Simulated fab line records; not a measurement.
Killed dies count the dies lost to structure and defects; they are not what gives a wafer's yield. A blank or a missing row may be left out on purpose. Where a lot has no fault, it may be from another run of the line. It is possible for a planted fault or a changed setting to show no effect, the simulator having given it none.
Chamber matching | flow sfq_line | rie_diel-03 running SFQ_TRILAYER_I3_VIA_BARC_OPEN_VIA_ETCH_121: 4 sister chambers
The step etches BARC in O2, target depth 125 nm, time 41.7 s. 8 wafers are shown with their chamber, then 9 later ones without.

== WAFERS WITH THEIR CHAMBER ==
wafer  | chamber | drypump_motor_current_A (A) | run_length_s (s)
L934.1 | 0       | 5.3                         | 70.4
L935.1 | 3       | 5.3                         | 69.3
L935.5 | 1       | 6.8                         | 70.7
L937.1 | 3       | 5.3                         | 69.2
L937.2 | 0       | 5.3                         | 70.5
L937.6 | 1       | 6.7                         | 71.0
L938.2 | 2       | 5.7                         | 70.0
L938.5 | 2       | 5.7                         | 70.5

== WAFERS MISSING THEIR CHAMBER ==
wafer  | drypump_motor_current_A (A) | run_length_s (s)
L938.6 | 6.8                         | 70.8
L939.3 | 6.7                         | 70.7
L939.5 | 5.3                         | 70.4
L940.5 | 6.7                         | 71.0
L942.3 | 6.7                         | 70.5
L942.4 | 5.7                         | 70.1
L949.3 | 6.7                         | 71.0
L949.4 | 5.7                         | 70.2
L949.5 | 5.3                         | 69.0

== CHAMBER TAKEN BY EACH ==
wafer  | from the rows above | in truth
L938.6 | 1                   | 1
L939.3 | 1                   | 1
L939.5 | 0                   | 0
L940.5 | 1                   | 1
L942.3 | 1                   | 1
L942.4 | 2                   | 2
L949.3 | 1                   | 1
L949.4 | 2                   | 2
L949.5 | 3                   | 3
Placed correctly: 9 of 9. Not placeable from these rows: 0. 0 placed wrongly.
How it was worked out, from the rows above alone: a wafer's distance from a chamber is the root of the sum, over the readings, of the square of ((its reading less the chamber's mean) divided by the reading's scatter). The wafer belongs to the nearest chamber; if the next one is less than 2 further off, it can't be placed. The mean given for a chamber averages the wafers shown for that chamber. The scatter: the root of (the sum of the squares of (reading less its chamber's mean) over the shown wafers, divided by (wafers less chambers)).
